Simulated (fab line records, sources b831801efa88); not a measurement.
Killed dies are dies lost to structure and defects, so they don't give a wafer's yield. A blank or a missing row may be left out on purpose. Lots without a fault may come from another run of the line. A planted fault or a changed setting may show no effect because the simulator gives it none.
Chamber matching | flow gf180mcu | GF_V2_CMP_26 on cmp-01: 4 sister chambers
The step polishes, stops on SiO2, t overpolish 15 s, target thk 0 nm. 16 wafers are shown with their chamber, then 8 later ones without.

WAFERS WITH THEIR CHAMBER
wafer  | chamber | motor_current_A (A) | overpolish_run_s (s) | time_to_endpoint_s (s)
L654.1 | 3       | 12.0                | 14.998               | 84
L654.2 | 0       | 10.9                | 15.007               | 86
L654.3 | 2       | 11.1                | 15.007               | 84
L656.1 | 1       | 13.0                | 15.029               | 82
L656.4 | 0       | 11.5                | 14.994               | 88
L656.6 | 3       | 12.6                | 14.999               | 86
L657.1 | 1       | 12.6                | 15.025               | 82
L657.2 | 0       | 11.8                | 14.989               | 86
L657.6 | 2       | 11.6                | 14.999               | 88
L660.1 | 0       | 11.3                | 14.992               | 83
L660.4 | 1       | 12.3                | 14.998               | 79
L660.6 | 0       | 11.7                | 14.999               | 85
L664.1 | 0       | 10.9                | 15.013               | 89
L664.2 | 1       | 12.6                | 15.000               | 86
L664.3 | 2       | 11.3                | 15.008               | 94
L667.2 | 0       | 11.3                | 14.993               | 81

SIGNATURES (means of the wafers above)
reading            | chamber 0 | chamber 1 | chamber 2 | chamber 3 | scatter within a chamber
motor_current_A    | 11.343    | 12.625    | 11.333    | 12.300    | 0.331
overpolish_run_s   | 14.99814  | 15.01300  | 15.00467  | 14.99850  | 0.0104
time_to_endpoint_s | 85.43     | 82.25     | 88.67     | 85.00     | 3.2
Rule: a wafer's distance from a chamber is the root of the sum, over the readings, of the square of ((its reading less the chamber's mean) divided by the reading's scatter). The wafer belongs to the nearest chamber; if the next one is less than 2 further off, it can't be placed. The scatter: the root of (the sum of the squares of (reading less its chamber's mean) over the shown wafers, divided by (wafers less chambers)).

WAFERS WITHOUT THEIR CHAMBER
wafer  | motor_current_A (A) | overpolish_run_s (s) | time_to_endpoint_s (s)
L667.3 | 12.1                | 15.000               | 79
L667.4 | 12.0                | 14.999               | 83
L668.2 | 12.1                | 15.014               | 85
L668.3 | 11.4                | 15.005               | 81
L668.6 | 11.7                | 14.995               | 83
L670.2 | 11.1                | 15.003               | 87
L670.3 | 12.1                | 14.996               | 86
L670.4 | 12.3                | 15.014               | 84

WHICH CHAMBER EACH WENT THROUGH
wafer  | from the rows above               | in truth
L667.3 | can't be placed: 3 or 1 or 0 or 2 | 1
L667.4 | can't be placed: 3 or 0 or 1 or 2 | 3
L668.2 | can't be placed: 3 or 1 or 2 or 0 | 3
L668.3 | can't be placed: 0 or 2 or 3      | 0
L668.6 | can't be placed: 0 or 3 or 2 or 1 | 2
L670.2 | can't be placed: 2 or 0           | 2
L670.3 | can't be placed: 3 or 0 or 1 or 2 | 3
L670.4 | can't be placed: 1 or 3           | 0
Placed correctly: 0 of 8. Can't be placed from these rows: 8 (the true chamber is among the candidates in 7). Placed wrongly: 0.
